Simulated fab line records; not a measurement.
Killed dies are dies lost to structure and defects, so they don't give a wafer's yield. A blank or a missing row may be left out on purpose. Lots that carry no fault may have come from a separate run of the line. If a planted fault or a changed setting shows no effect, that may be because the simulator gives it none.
Which of the tools did it?    flow sky130    14 lots, 42 wafers sampled, at 3 steps of a route of 708

WHAT EACH GAUGE READ, for each wafer
SKY_VT_ADJUST_HVTP_CD_MEAS_07: target cd 380 nm.
lot   measured      on         cd-nm (nm)
L889  day 6 04:05   cd-sem-01  379.8 380.3 380.3
L891  day 6 15:42   cd-sem-02  374.6 377.7 378.4
L892  day 6 22:41   cd-sem-02  380.9 380.1 380.4
L893  day 7 02:55   cd-sem-01  379.0 381.8 377.8
L894  day 7 17:55   cd-sem-02  377.8 379.5 381.2
L896  day 7 19:58   cd-sem-01  383.4 384.2 383.1
L897  day 8 03:34   cd-sem-02  378.3 381.9 381.1
L898  day 8 14:20   cd-sem-02  382.8 384.1 382.4
L901  day 9 06:46   cd-sem-02  384.7 384.2 381.7
L904  day 9 23:10   cd-sem-01  377.1 379.7 377.2
L905  day 10 07:29  cd-sem-02  384.5 383.6 384.2
L906  day 10 12:54  cd-sem-02  379.7 383.8 382.3
L908  day 11 04:32  cd-sem-01  382.8 380.7 379.8
L912  day 12 04:32  cd-sem-02  382.4 381.9 381.2

SKY_VT_ADJUST_NCORE_OVL_MEAS_08.
lot   measured      on          VT_ADJUST_NCORE_OVL (nm)
L889  day 8 17:51   overlay-01  -0.8 -4.1 -1.4
L891  day 9 05:00   overlay-01  2.1 2.3 0.7
L892  day 9 12:56   overlay-01  4.1 3.4 2.3
L893  day 9 17:11   overlay-01  0.6 1.4 1.9
L894  day 10 09:23  overlay-02  0.8 -0.2 1.4
L896  day 10 13:33  overlay-01  -0.6 0.3 -1.8
L897  day 10 20:11  overlay-02  0.2 -1.4 2.2
L898  day 11 09:08  overlay-02  3.1 2.6 2.5
L901  day 12 03:38  overlay-01  -1.4 0.1 1.3
L904  day 12 22:38  overlay-01  -1.0 -1.1 -1.0
L905  day 13 05:40  overlay-02  -1.1 0.4 0.7
L906  day 13 12:41  overlay-01  0.5 -0.6 -0.2
L908  day 14 07:16  overlay-01  -1.0 -0.2 -0.4
L912  day 15 10:37  overlay-02  1.8 1.5 2.4

SKY_SONOS_TUNNEL_CD_MEAS_07: target cd 410 nm.
lot   measured      on         cd-nm (nm)
L889  day 11 12:17  cd-sem-02  412.4 409.5 413.5
L891  day 12 01:56  cd-sem-02  409.9 409.9 407.5
L892  day 12 10:07  cd-sem-01  407.4 410.2 407.7
L893  day 12 14:13  cd-sem-01  407.9 409.1 410.2
L894  day 13 08:25  cd-sem-01  412.8 414.5 414.2
L896  day 13 13:49  cd-sem-01  408.8 407.7 410.2
L897  day 13 21:22  cd-sem-01  410.8 408.4 409.8
L898  day 14 09:08  cd-sem-02  413.0 412.4 412.0
L901  day 15 09:02  cd-sem-02  407.2 410.2 410.8
L904  day 16 05:24  cd-sem-01  407.8 408.6 410.1
L905  day 16 14:46  cd-sem-01  409.4 408.7 407.6
L906  day 16 21:25  cd-sem-02  410.1 411.9 412.5
L908  day 17 19:26  cd-sem-01  411.0 409.1 410.6
L912  day 19 02:50  cd-sem-02  409.0 407.2 408.6

WHAT TOOL EACH LOT RAN ON (gives the tool, then ch and the chambers of the sampled wafers, and finally the start)
Before these readings, the record contains no process step.

WHAT THE TOOLS THEMSELVES READ (means of the sampled wafers that have a number; where no wafer has one, the mark that the record gives instead)
The record holds no such reading with a usual standard deviation.

THE ANSWER, worked out from the rows above alone
Rule: what is usual is taken from the lots themselves. Put in order of their means at a reading, lots are off if they are a third of the lots or fewer, leave a main group of 4 or more, and stand apart from it by a gap of 3 or more times the standard deviation of the main group's means; of several such gaps the widest counts. The tables above print the reading to a certain number of digits; a main group whose means all agree to those digits is not used. A lot without any number at a reading at which 4 lots or more have one is off too. Any other lot the step has rows for is counted as sound. The gauges are gone through in route order, then the tools' own readings, and for those a lot's mean is taken as printed above. At the first step where some lot is off, the reading lying furthest off is the one used; lots without a number count as furthest.
None of the lots is off at any reading shown; this tells nothing.

WHAT THE SIMULATOR PUT IN
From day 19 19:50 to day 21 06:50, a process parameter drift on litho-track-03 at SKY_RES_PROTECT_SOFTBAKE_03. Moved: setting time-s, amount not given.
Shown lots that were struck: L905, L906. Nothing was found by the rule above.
